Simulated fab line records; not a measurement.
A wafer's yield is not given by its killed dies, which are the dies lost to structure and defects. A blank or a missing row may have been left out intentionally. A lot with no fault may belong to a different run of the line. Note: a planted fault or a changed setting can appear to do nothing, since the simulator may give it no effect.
8D (eight disciplines) problem report, filled in by code / flow sky130 / the parts of the form that need people (team, actions taken, sign-off) are left out

1. WHAT IS WRONG
beam_energy_keV at SKY_LDD_LDN_IMPLANT_08 reads a mean of 15.336 on 9 wafers of 3 lots; wafers without a fault read 14.999 with a standard deviation of 0.0045. That puts it +75 standard deviations away from the usual mean.
Seen first at day 26 19:26 on implanter-04, wafer L130.1. The record holds 21 wafers of 7 lots with a number at this step. Rule for "out" (also "out of limits"): further than 4 standard deviations from the usual mean. All remaining wafers that have a number are taken as sound.

2. WHAT IT IS, AND WHAT IT ISN'T
question=which readings at this step | is=beam_energy_keV | is not=-
question=which lots | is=L130, L132, L133 | is not=L123, L135, L143, L145
question=which wafers of those lots | is=all that have a number | is not=-
question=read on which tools | is=implanter-04 | is not=implanter-02
question=when | is=from day 26 19:26 | is not=up to then (3 sound wafers); but 9 sound wafers of L135, L143, L145 came after

3. THE SUSPECTS, EACH WITH WHAT RULES IT OUT
Counting: a tool stays on the suspect list if, at a process step up to the reading, it processed all lots that are out and no sound lot following the first of them.
- implanter-04 at SKY_LDD_LDN_IMPLANT_08: kept. All lots that are out passed through it, beginning with L130 at day 26 19:26, and no sound lot followed; its final sound lot before that point was L123 at day 22 23:17. On those wafers its own readings are out: beam_energy_keV.
After counting, what remains is implanter-04 at SKY_LDD_LDN_IMPLANT_08.

4. THE CAUSE (what the simulator had put in)
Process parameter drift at SKY_LDD_LDN_IMPLANT_08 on implanter-04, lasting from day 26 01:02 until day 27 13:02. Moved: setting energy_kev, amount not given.
After counting, this tool was the only one left.

5. SEQUENCE OF EFFECTS, ordered by route
One row per reading whose mean, taken over the struck wafers that have a number, lies over 3 standard deviations from the usual. Only readings whose record carries a usual standard deviation are examined. hours: median over the lots of the time between each lot's start at the first step of this table that gives one and its start at this step. sigmas: the change, counted in usual standard deviations.
hours=0; step=SKY_LDD_LDN_IMPLANT_08; reading=beam_energy_keV; usual=14.999; on struck wafers=15.336; change=+0.337; sigmas=+75
Its process steps:
- SKY_LDD_LDN_IMPLANT_08

6. HOW IT WOULD HAVE BEEN CAUGHT EARLIER
In this record the first reading out of limits was taken at day 26 19:26, 18 hours after the fault began at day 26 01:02.
